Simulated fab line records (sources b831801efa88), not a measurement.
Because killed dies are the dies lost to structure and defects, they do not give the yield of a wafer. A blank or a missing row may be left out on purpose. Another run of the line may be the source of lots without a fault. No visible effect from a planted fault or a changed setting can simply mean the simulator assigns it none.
The tool behind it: which one? | flow sfq line | 13 lots, 39 wafers sampled, at 5 steps of a route of 325

WHAT THE GAUGES SHOWED, per wafer
SFQ_M3_RS_MEAS_919: uses a four-point probe to measure. Usual: M3_NB_RS gives 0.889 ohm/sq (standard deviation 0.01).
lot  | measured     | on            | M3_NB_RS (ohm/sq) | flag
L778 | day 30 10:32 | film metro-04 | 0.881 0.897 0.898 |
L779 | day 30 12:48 | film metro-04 | 0.881 0.888 0.886 |
L781 | day 30 21:10 | film metro-04 | 0.883 0.891 0.884 |
L782 | day 33 13:19 | film metro-01 | 0.889 0.905 0.893 |
L783 | day 33 15:49 | film metro-02 | 0.908 0.901 0.920 |
L784 | day 33 22:55 | film metro-02 | 0.885 0.887 0.988 | OFF
L785 | day 38 22:01 | film metro-02 | 0.891 0.899 0.886 |
L788 | day 39 11:13 | film metro-02 | 0.874 0.881 0.884 |
L793 | day 41 00:05 | film metro-02 | 0.894 0.880 0.889 |
L795 | day 41 16:33 | film metro-04 | 0.900 0.893 0.882 |
L797 | day 42 04:29 | film metro-01 | 0.900 0.895 0.882 |
L799 | day 42 14:12 | film metro-02 | 0.867 0.872 0.873 |
L800 | day 42 17:49 | film metro-01 | 0.917 0.892 0.899 |

SFQ_M3_OVL_MEAS_921. Usual: M3_OVL gives 1 nm (standard deviation 5.5).
lot  | measured     | on         | M3_OVL (nm) | flag
L778 | day 30 16:17 | overlay-01 | -2 -3 -2    |
L779 | day 30 22:37 | overlay-02 | -5 -1 -4    |
L781 | day 32 15:49 | overlay-02 | 2 1 -7      |
L782 | day 33 15:55 | overlay-01 | 14 13 11    |
L783 | day 33 18:14 | overlay-02 | -2 -4 1     |
L784 | day 34 02:15 | overlay-02 | 15 14 11    |
L785 | day 39 01:43 | overlay-01 | 0 7 3       |
L788 | day 45 13:10 | overlay-02 | -9 3 -8     |
L793 | day 46 20:22 | overlay-02 | 4 2 4       |
L795 | day 47 07:52 | overlay-02 | 9 7 6       |
L797 | day 47 15:04 | overlay-01 | 2 -6 0      |
L799 | day 48 01:59 | overlay-02 | 4 2 -2      |
L800 | day 48 04:23 | overlay-02 | -1 -1 -6    |

TOOL THAT RAN EACH LOT (tool first, then ch and the chambers of the sampled wafers, then the start)
lot  | SFQ_TRILAYER_I1_VIA_BARC_OPEN_VIA_ETCH_071 | SFQ_TRILAYER_I2_VIA_STRIP_STRIP_071 | SFQ_TRILAYER_M3_DEP_SPUTTER_073
L778 | rie diel-03 ch 2,3, day 23 13:11           | rie metal-04 ch 0,1, day 30 09:27   | pvd sputter-05, day 30 10:26
L779 | rie diel-01 ch 1,3, day 23 16:47           | rie metal-02 ch 0,1, day 30 12:03   | pvd sputter-03, day 30 12:40
L781 | rie diel-03 ch 0,2,3, day 24 09:08         | rie metal-01 ch 0,1, day 30 20:15   | pvd sputter-05, day 30 21:04
L782 | rie diel-04 ch 0,2,3, day 24 21:15         | rie metal-04 ch 0,1, day 33 12:23   | pvd sputter-05, day 33 13:13
L783 | rie diel-01 ch 0,2, day 25 09:15           | rie metal-01 ch 0,1, day 33 14:54   | pvd sputter-03, day 33 15:42
L784 | rie diel-01 ch 0,1,3, day 25 18:51         | rie metal-02 ch 0,1, day 33 22:01   | pvd sputter-05, day 33 22:49
L785 | rie diel-03 ch 0,3, day 25 22:27           | rie metal-04 ch 0,1, day 38 21:08   | pvd sputter-03, day 38 21:56
L788 | rie diel-01 ch 1,2,3, day 26 07:27         | rie metal-01 ch 0,1, day 39 10:20   | pvd sputter-06, day 39 11:08
L793 | rie diel-01 ch 1,2, day 28 09:18           | rie metal-01 ch 0,1, day 40 22:40   | pvd sputter-06, day 40 23:59
L795 | rie diel-01 ch 0,2,3, day 29 05:42         | rie metal-01 ch 1, day 41 15:28     | pvd sputter-03, day 41 16:26
L797 | rie diel-03 ch 1,2, day 30 12:54           | rie metal-04 ch 0,1, day 42 03:35   | pvd sputter-06, day 42 04:23
L799 | rie diel-03 ch 1,2,3, day 31 04:38         | rie metal-01 ch 0,1, day 42 13:19   | pvd sputter-03, day 42 14:07
L800 | rie diel-04 ch 0,2, day 31 08:14           | rie metal-04 ch 0,1, day 42 16:55   | pvd sputter-06, day 42 17:43
- SFQ_TRILAYER_I1_VIA_BARC_OPEN_VIA_ETCH_071: etches BARC in O2, target depth 125 nm, time 41.7 s.
- SFQ_TRILAYER_I2_VIA_STRIP_STRIP_071: strips in O2.
- SFQ_TRILAYER_M3_DEP_SPUTTER_073: material Nb, target thk 200 nm, time 133.3 s.

AS READ BY THE TOOLS THEMSELVES (means over the sampled wafers that have a number; for cases with no such wafer, the mark the record gives instead)
SFQ_TRILAYER_I1_VIA_BARC_OPEN_VIA_ETCH_071. Usual: drypump motor current A 5.7 A, standard deviation 0.36; oes product au 0.686 a.u., standard deviation 0.0046.
lot  | tool        | drypump motor current A (A) | oes product au (a.u.) | flag
L778 | rie diel-03 | 5.9                         | 0.684                 |
L779 | rie diel-01 | 5.4                         | 0.686                 |
L781 | rie diel-03 | 5.6                         | 0.685                 |
L782 | rie diel-04 | 6.1                         | 0.686                 |
L783 | rie diel-01 | 5.8                         | 0.689                 |
L784 | rie diel-01 | 5.5                         | 0.685                 |
L785 | rie diel-03 | 5.3                         | 0.683                 |
L788 | rie diel-01 | 5.6                         | 0.684                 |
L793 | rie diel-01 | 5.9                         | 0.684                 |
L795 | rie diel-01 | 5.5                         | 0.690                 |
L797 | rie diel-03 | 6.0                         | 0.677                 |
L799 | rie diel-03 | 5.7                         | 0.683                 |
L800 | rie diel-04 | 6.1                         | 0.691                 |

SFQ_TRILAYER_I2_VIA_STRIP_STRIP_071. Usual: drypump motor current A 5.7 A, standard deviation 0.54; oes product au 1.001 a.u., standard deviation 0.011; platen temp c 39.99 C, standard deviation 0.13.
lot  | tool         | drypump motor current A (A) | oes product au (a.u.) | platen temp c (C) | flag
L778 | rie metal-04 | 5.8                         | 0.996                 | 40.10             |
L779 | rie metal-02 | 5.5                         | 0.992                 | 39.90             |
L781 | rie metal-01 | 6.1                         | 1.005                 | 40.15             |
L782 | rie metal-04 | 5.7                         | 1.002                 | 40.12             |
L783 | rie metal-01 | 6.1                         | 0.994                 | 39.99             |
L784 | rie metal-02 | 5.5                         | 0.996                 | 39.96             |
L785 | rie metal-04 | 5.8                         | 1.008                 | 40.06             |
L788 | rie metal-01 | 6.1                         | 0.999                 | 39.98             |
L793 | rie metal-01 | 5.6                         | 0.991                 | 40.01             |
L795 | rie metal-01 | 6.6                         | 0.998                 | 39.88             |
L797 | rie metal-04 | 5.8                         | 1.009                 | 39.94             |
L799 | rie metal-01 | 5.6                         | 0.997                 | 39.97             |
L800 | rie metal-04 | 5.8                         | 1.012                 | 39.92             |

SFQ_TRILAYER_M3_DEP_SPUTTER_073. Usual: base pressure pa 1.33e-06 Pa, standard deviation 8.3e-08; cathode dc power W 2000.0 W, standard deviation 0.37; throttle valve pct 30.2 %, standard deviation 0.99.
lot  | tool           | base pressure pa (Pa) | cathode dc power W (W) | throttle valve pct (%) | flag
L778 | pvd sputter-05 | 1.30e-06              | 2000.0                 | 30.1                   |
L779 | pvd sputter-03 | 1.28e-06              | 2000.3                 | 29.2                   |
L781 | pvd sputter-05 | 1.35e-06              | 1999.7                 | 30.6                   |
L782 | pvd sputter-05 | 1.36e-06              | 2000.4                 | 30.0                   |
L783 | pvd sputter-03 | 1.38e-06              | 1999.8                 | 29.8                   |
L784 | pvd sputter-05 | 1.34e-06              | 2000.0                 | 30.2                   |
L785 | pvd sputter-03 | 1.42e-06              | 2000.1                 | 28.8                   |
L788 | pvd sputter-06 | 1.47e-06              | 1999.9                 | 30.4                   |
L793 | pvd sputter-06 | 1.26e-06              | 1999.8                 | 30.2                   |
L795 | pvd sputter-03 | 1.34e-06              | 1999.9                 | 29.8                   |
L797 | pvd sputter-06 | 1.42e-06              | 2000.2                 | 30.4                   |
L799 | pvd sputter-03 | 1.24e-06              | 1999.8                 | 29.4                   |
L800 | pvd sputter-06 | 1.17e-06              | 2000.4                 | 32.0                   |

THE ANSWER, worked out from the rows above alone
Rule: a lot counts as off when the mean over its wafers that have a number is more than 3 standard deviations away from the usual mean. Also off: a lot with no number at a reading for which 4 or more lots have one. Any other lot the step has rows for is counted as sound. Order of review: gauges by route order, followed by the tools' own readings, for which a lot's mean as printed above is used. At the first step where some lot is off, the reading lying furthest off is the one used; lots without a number count as furthest.
Off: L784, seen at SFQ_M3_RS_MEAS_919 (M3_NB_RS).
If a tool, at a process step before that reading, ran all the lots that are off and no sound lot after the first of them, it fits. Those tools and the gauges at SFQ_M3_RS_MEAS_919 are tried in the same way. 2 tools fit, rie metal-02 at SFQ_TRILAYER_I2_VIA_STRIP_STRIP_071 and pvd sputter-05 at SFQ_TRILAYER_M3_DEP_SPUTTER_073, so this cannot tell which one it is.

WHAT HAD BEEN PUT IN BY THE SIMULATOR
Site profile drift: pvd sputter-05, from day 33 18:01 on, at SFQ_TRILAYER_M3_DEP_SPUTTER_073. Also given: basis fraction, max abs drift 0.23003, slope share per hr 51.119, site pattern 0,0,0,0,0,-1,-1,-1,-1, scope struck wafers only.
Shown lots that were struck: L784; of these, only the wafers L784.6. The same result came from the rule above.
